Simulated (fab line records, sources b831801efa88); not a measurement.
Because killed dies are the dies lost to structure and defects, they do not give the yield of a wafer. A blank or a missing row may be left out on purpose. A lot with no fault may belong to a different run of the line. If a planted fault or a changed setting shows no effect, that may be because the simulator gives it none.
A struck lot beside a sound one    flow sky130    14 out of 708 route steps
Sound: the wafers L452.3, L452.4, L452.6. Wafers L461.2, L461.4, L461.6 were the ones struck. At the end, the cause is stated.
For every step that has rows: the tool of each side, followed by ch and its chambers, followed by its first start. Under that, the readings that differ: sound wafers    struck wafers    difference of the means    sigmas: that difference in standard deviations of wafers without a fault.
alike: same words and numbers on both sides, and readings whose means sit less than 2 such deviations apart. not compared: any withheld reading, any reading some wafer has no value for, any bound like >300 that may hide the same value, and any number with overlapping values for which the record gives no deviation.
The two part at a step that has a row with sigmas, a row that says differs or no value, or rows on one side only. When numbers do not overlap yet have no deviation, they are printed without sigmas and do not part them. A reading missing from all wafers of one side parts the sides only when that side holds two or more wafers.

SKY_NWELL_TW_MEAS_26:
  sound on film metro-01 at day 7 01:01; struck on film metro-04 at day 9 08:01
  alike: NWELL_2_TW
then, 1 step without rows for these wafers: SKY_NWELL_CLEAN_27 (cleans in SC1/SC2, time 150 s).
SKY_NWELL_RTA_28: time 30 s.
  sound on rtp anneal-02 ch 0, day 7 01:08; struck on rtp anneal-02 ch 0, day 9 08:08
  alike: lamp power pct, wafer_temp_C_max
SKY_NWELL_RS_MEAS_29: measurement is done with a four-point probe.
  sound on film metro-02 at day 7 01:15; struck on film metro-02 at day 9 08:14
  alike: NWELL_RS
SKY_NWELL_RS_MEAS_31: measurement is done with a four-point probe.
  sound on film metro-02 at day 7 01:29; struck on film metro-02 at day 9 08:28
  alike: PWDE_RS
then, 6 steps without rows for these wafers: SKY_VT_ADJUST_HVTP_DEHYDRATE_00 (time 60 s); SKY_VT_ADJUST_HVTP_HMDS_01 (prime time 60 s); SKY_VT_ADJUST_HVTP_COAT_02 (resist thk 1140 nm); SKY_VT_ADJUST_HVTP_SOFTBAKE_03 (time 60 s); SKY_VT_ADJUST_HVTP_EXPOSE_04 (exposes mask HVTPM, target cd 380 nm); SKY_VT_ADJUST_HVTP_PEB_05.
SKY_VT_ADJUST_HVTP_DEVELOP_06: develop time 60 s.
  sound on litho track-02 ch 0, day 7 20:37; struck on litho track-02 ch 0, day 10 06:26
reading               sound              struck             difference  sigmas
developer temp C (C)  23.12 23.22 23.05  23.70 23.77 23.88  +0.65       +6
  alike: chill plate temp C
SKY_VT_ADJUST_HVTP_CD_MEAS_07 targets a cd of 380 nm.
  sound on cd sem-02 at day 7 20:45; struck on cd sem-02 at day 10 06:35
  alike: cd nm
-- the record jumps here: 39 days lie between the struck wafers' starts before and after (it left off in module VT_ADJUST_HVTP and takes up again in module PAD_OPEN, whose first step shown is number 708 of the route) --
SKY_PAD_OPEN_PROBE_99:
  sound on prober-02 at day 47 13:38; struck on prober-01 at day 49 14:02
  alike: killed_at_M0_to_M3, killed_at_M4_up, killed at contacts, killed at front end, killed at other, killed dies, killed open, killed short

== WHERE THEY PART ==
Within this record, at SKY_VT_ADJUST_HVTP_DEVELOP_06 only. Later steps at which nothing parts them and some readings are alike: SKY_VT_ADJUST_HVTP_CD_MEAS_07, SKY_PAD_OPEN_PROBE_99.

WHY: whatever the simulator had introduced
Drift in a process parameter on litho track-02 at SKY_VT_ADJUST_HVTP_DEVELOP_06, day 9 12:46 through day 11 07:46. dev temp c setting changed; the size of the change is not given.
